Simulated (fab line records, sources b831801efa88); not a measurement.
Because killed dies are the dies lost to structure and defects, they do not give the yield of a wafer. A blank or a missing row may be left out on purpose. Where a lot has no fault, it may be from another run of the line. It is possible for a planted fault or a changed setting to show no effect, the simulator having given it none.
One fault through the eyes of 2 desks -- flow sky130 -- numbers are kept per desk, each desk with only its own; the story behind them comes last

== FOR THE TOOL OWNER'S DESK: cmp-01 ==
The tool's own readings at SKY_VIA3_CMP_02 (polishes SiO2): means of the sampled wafers that have a number, for each lot that ran on this tool. A lot is out of limits, marked OUT, if its mean lies more than 4 standard deviations from the usual mean; the brackets give that distance.
Columns: A = motor_current_A at SKY_VIA3_CMP_02, usual 11.7 A; B = slurry_flow_ml_min at SKY_VIA3_CMP_02, usual 150.0
lot,first seen here,A,B
L791,day 39 01:35,12.0,150.1
L797,day 41 00:16,10.9,150.0
L802,day 42 07:49,11.9,149.9
L803,day 42 12:57,12.4,149.9
This desk's verdict: no lot among the 4 shows anything out of limits.

== METROLOGY DESK ==
What the gauges read, lot by lot, whatever tool the lot ran on: means of the sampled wafers that have a number. A lot is out of limits, marked OUT, if its mean lies more than 4 standard deviations from the usual mean; the brackets give that distance.
Columns: A = VIA3_BOW at SKY_VIA3_BOW_MEAS_03, usual 80 um
lot,first seen here,A
L790,day 38 12:18,78
L791,day 39 01:52,68
L793,day 39 14:36,73
L795,day 40 09:16,79
L796,day 40 17:18,78
L797,day 41 00:34,85
L802,day 42 08:09,90
L803,day 42 13:16,75
L811,day 44 17:53,75
L812,day 45 06:12,86
L813,day 45 09:38,85
This desk's verdict: no lot among the 11 shows anything out of limits.

== BROUGHT TOGETHER ==
Nothing out of limits was seen by the tool owner's desk.
At the metrology desk, nothing out of limits was observed.

== WHAT WAS PUT IN BY THE SIMULATOR ==
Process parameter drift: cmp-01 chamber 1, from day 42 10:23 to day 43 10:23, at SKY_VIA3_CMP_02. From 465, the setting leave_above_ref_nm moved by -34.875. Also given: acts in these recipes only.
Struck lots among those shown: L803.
